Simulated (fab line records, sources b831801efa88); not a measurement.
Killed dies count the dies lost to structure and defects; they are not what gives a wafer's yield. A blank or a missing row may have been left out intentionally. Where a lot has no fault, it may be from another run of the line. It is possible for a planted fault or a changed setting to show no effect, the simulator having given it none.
A lot that was struck, set against a sound lot ; flow sky130 ; 44 out of 708 route steps
Sound: these wafers, L312.4, L312.5, L312.6. Struck: wafers L330.3, L330.4, L330.5. The cause is given at the end.
Order at every step that has rows: each side's tool, ch and its chambers, its first start. Under that, the readings that differ: sound wafers ; struck wafers ; difference of the means ; sigmas: that difference in standard deviations of wafers without a fault.
alike: same words and numbers on both sides, and readings whose means sit less than 2 such deviations apart. not compared: any withheld reading, any reading some wafer has no value for, any bound like >300 that may hide the same value, and any number with overlapping values for which the record gives no deviation.
The two part at a step that has a row with sigmas, a row that says differs or no value, or rows on one side only. Non-overlapping numbers with no deviation appear without sigmas and do not part them. A reading that every wafer of one side lacks parts them only if that side has two wafers or more.

first, 1 step without rows for these wafers: SKY_SONOS_TUNNEL_DEVELOP_06 (develop time 60 s).
SKY_SONOS_TUNNEL_CD_MEAS_07: the cd target is 410 nm.
  sound: cd sem-01 at day 11 17:32; struck: cd sem-02 at day 17 10:36
  alike: cd nm
SKY_SONOS_TUNNEL_OVL_MEAS_08:
  sound: overlay-01 at day 11 17:37; struck: overlay-01 at day 17 10:41
  alike: SONOS_TUNNEL_OVL
then, 3 steps without rows for these wafers: SKY_SONOS_TUNNEL_IMPLANT_09; SKY_SONOS_TUNNEL_WET_ETCH_10 (etches SiO2 in dHF, target depth 14 nm, time 280 s); SKY_SONOS_TUNNEL_STRIP_11 (strips in SPM, time 600 s).
SKY_SONOS_TUNNEL_TW_MEAS_12:
  sound: film metro-02 at day 11 18:04; struck: film metro-04 at day 17 11:10
reading;sound;struck;difference;sigmas
SONOS_TUNNEL_TW;193.3 194.0 193.9;199.1 198.5 198.4;+4.9;+2
then, 2 steps without rows for these wafers: SKY_SONOS_TUNNEL_CLEAN_13 (cleans in dHF, time 20 s); SKY_SONOS_ONO_OXIDATION_00 (stabilise 600 s, purge 300 s, target thk 2.6 nm).
SKY_SONOS_ONO_THK_MEAS_01:
  sound: film metro-01 at day 11 20:25; struck: film metro-02 at day 17 14:37
  alike: SONOS_ONO_OXIDATION_THK
then, 1 step without rows for these wafers: SKY_SONOS_ONO_CVD_02 (deposits Si3N4 from DCS/NH3, target thk 10.5 nm, time 180 s).
SKY_SONOS_ONO_THK_MEAS_03:
  sound: film metro-02 at day 11 22:52; struck: film metro-01 at day 17 17:59
reading;sound;struck;difference;sigmas
SONOS_ONO_CVD_02_THK (nm);10.64 10.66 10.73;10.47 10.29 10.33;-0.31;-2
SKY_SONOS_ONO_CVD_04: deposits SiO2 from SiH4/N2O, target thk 5.7199 nm.
  sound on lpcvd-03 ch 0, day 11 22:53; struck on lpcvd-03 ch 0, day 17 18:02
reading;sound;struck;difference;sigmas
model.SiO2_of_SONOS_ONO_CVD_04.thk nm (nm);5.942 5.945 5.965;5.516 5.571 5.538;-0.409;
  alike: zone power bottom pct, zone power lower pct
SKY_SONOS_ONO_THK_MEAS_05:
  sound: film metro-02 at day 12 00:10; struck: film metro-02 at day 17 19:18
reading;sound;struck;difference;sigmas
SONOS_ONO_CVD_04_THK (nm);5.95 5.91 5.92;5.53 5.55 5.58;-0.37;-4
then, 7 steps without rows for these wafers: SKY_SONOS_ONO_DEHYDRATE_06 (time 60 s); SKY_SONOS_ONO_HMDS_07 (prime time 60 s); SKY_SONOS_ONO_COAT_08 (resist thk 1140 nm); SKY_SONOS_ONO_SOFTBAKE_09 (time 60 s); SKY_SONOS_ONO_EXPOSE_10 (exposes mask ONOM, target cd 410 nm); SKY_SONOS_ONO_PEB_11; SKY_SONOS_ONO_DEVELOP_12 (develop time 60 s).
SKY_SONOS_ONO_CD_MEAS_13: the cd target is 410 nm.
  sound: cd sem-02 at day 13 01:23; struck: cd sem-02 at day 19 00:35
  alike: cd nm
SKY_SONOS_ONO_OVL_MEAS_14:
  sound: overlay-02 at day 13 01:28; struck: overlay-01 at day 19 00:41
  alike: SONOS_ONO_OVL
SKY_SONOS_ONO_ETCH_15: etches the open film in CHF3/O2, target depth 19.52 nm, time 7.8 s.
  sound on rie diel-03 ch 0,1,2, day 13 01:29; struck on rie diel-04 ch 0,2, day 19 00:42
  alike: drypump motor current A, oes product au, throttle valve pct
  not compared: rf hours counter h
then, 1 step without rows for these wafers: SKY_SONOS_ONO_WET_ETCH_16 (etches SiO2 in dHF, target depth 14 nm, time 280 s).
SKY_SONOS_ONO_STRIP_17: strips in O2/N2.
  sound on plasma asher-01 ch 0,1, day 13 01:37; struck on plasma asher-01 ch 0,1, day 19 00:51
  alike: drypump motor current A, oes product au, strip time to endpoint s
  not compared: rf hours counter h
then, 3 steps without rows for these wafers: SKY_SONOS_ONO_WET_ETCH_18 (etches Si3N4 in H3PO4, target depth 15 nm, time 172 s); SKY_GATE_OXIDE_CLEAN_00 (cleans in SC1/SC2, time 150 s); SKY_GATE_OXIDE_OXIDATION_01 (stabilise 600 s, purge 300 s, target thk 10.268 nm).
SKY_GATE_OXIDE_THK_MEAS_02:
  sound: film metro-04 at day 13 03:35; struck: film metro-03 at day 19 04:01
  alike: GATE_OXIDE_OXIDATION_00_THK
then, 7 steps without rows for these wafers: SKY_GATE_OXIDE_DEHYDRATE_03 (time 60 s); SKY_GATE_OXIDE_HMDS_04 (prime time 60 s); SKY_GATE_OXIDE_COAT_05 (resist thk 1140 nm); SKY_GATE_OXIDE_SOFTBAKE_06 (time 60 s); SKY_GATE_OXIDE_EXPOSE_07 (exposes mask LVOM, target cd 600 nm); SKY_GATE_OXIDE_PEB_08; SKY_GATE_OXIDE_DEVELOP_09 (develop time 60 s).
SKY_GATE_OXIDE_OVL_MEAS_10:
  sound: overlay-02 at day 14 05:04; struck: overlay-01 at day 20 10:58
reading;sound;struck;difference;sigmas
GATE_OXIDE_OVL (nm);-0.6 -1.0 -1.1;3.1 1.5 1.3;+2.9;+2
then, 2 steps without rows for these wafers: SKY_GATE_OXIDE_IMPLANT_11; SKY_GATE_OXIDE_WET_ETCH_12 (etches SiO2 in dHF, target depth 16.8 nm, time 336 s).
SKY_GATE_OXIDE_STRIP_13: strips in O2/N2.
  sound on plasma asher-04 ch 0,1, day 14 05:22; struck on plasma asher-02 ch 0,1, day 20 11:17
reading;sound;struck;difference;sigmas
strip time to endpoint s (s);14.18 14.21 14.19;14.08 14.09 14.05;-0.12;-3
  alike: drypump motor current A, oes product au
  not compared: rf hours counter h
SKY_GATE_OXIDE_TW_MEAS_14:
  sound: film metro-03 at day 14 05:28; struck: film metro-04 at day 20 11:22
  alike: GATE_OXIDE_TW
SKY_GATE_OXIDE_CLEAN_15: cleans in SC1/SC2, time 150 s.
  sound on wet bench-02 ch 2, day 14 05:30; struck on wet bench-02 ch 2, day 20 11:24
reading;sound;struck;difference;sigmas
model.SiO2_of_SONOS_ONO_CVD_04.thk nm (nm);4.422 4.425 4.444;3.972 4.028 3.995;-0.432;
-- record jumps: 30 days separate the struck wafers' starts on either side; left off in module GATE_OXIDE, taken up again in module PAD_OPEN, whose first shown step is the route's number 708 --
SKY_PAD_OPEN_PROBE_99:
  sound: prober-02 at day 46 03:20; struck: prober-02 at day 50 05:43
reading;sound;struck;difference;sigmas
model.etest.cap ono.gate log10 a cm2;-8.316 -8.424 -8.403;-7.581 -7.712 -7.708;+0.714;
model.etest.cap ono.tox acc nm (nm);13.2 13.15 13.25;12.69 12.73 12.65;-0.51;
model.etest.sonos programmed.vt v (V);1.325 1.319 1.248;1.557 1.534 1.565;+0.255;
model.etest.sonos baked.vt v (V);0.91 0.8502 0.8052;1.002 1.021 1.05;+0.169;
  alike: killed_at_M0_to_M3, killed_at_M4_up, killed at contacts, killed at front end, killed at other, killed dies, killed open, killed short

WHERE THEY PART
At SKY_SONOS_TUNNEL_TW_MEAS_12 first; at SKY_GATE_OXIDE_STRIP_13 last (within this record only). Later steps at which nothing parts them and some readings are alike: SKY_GATE_OXIDE_TW_MEAS_14, SKY_PAD_OPEN_PROBE_99.

WHY: whatever the simulator had introduced
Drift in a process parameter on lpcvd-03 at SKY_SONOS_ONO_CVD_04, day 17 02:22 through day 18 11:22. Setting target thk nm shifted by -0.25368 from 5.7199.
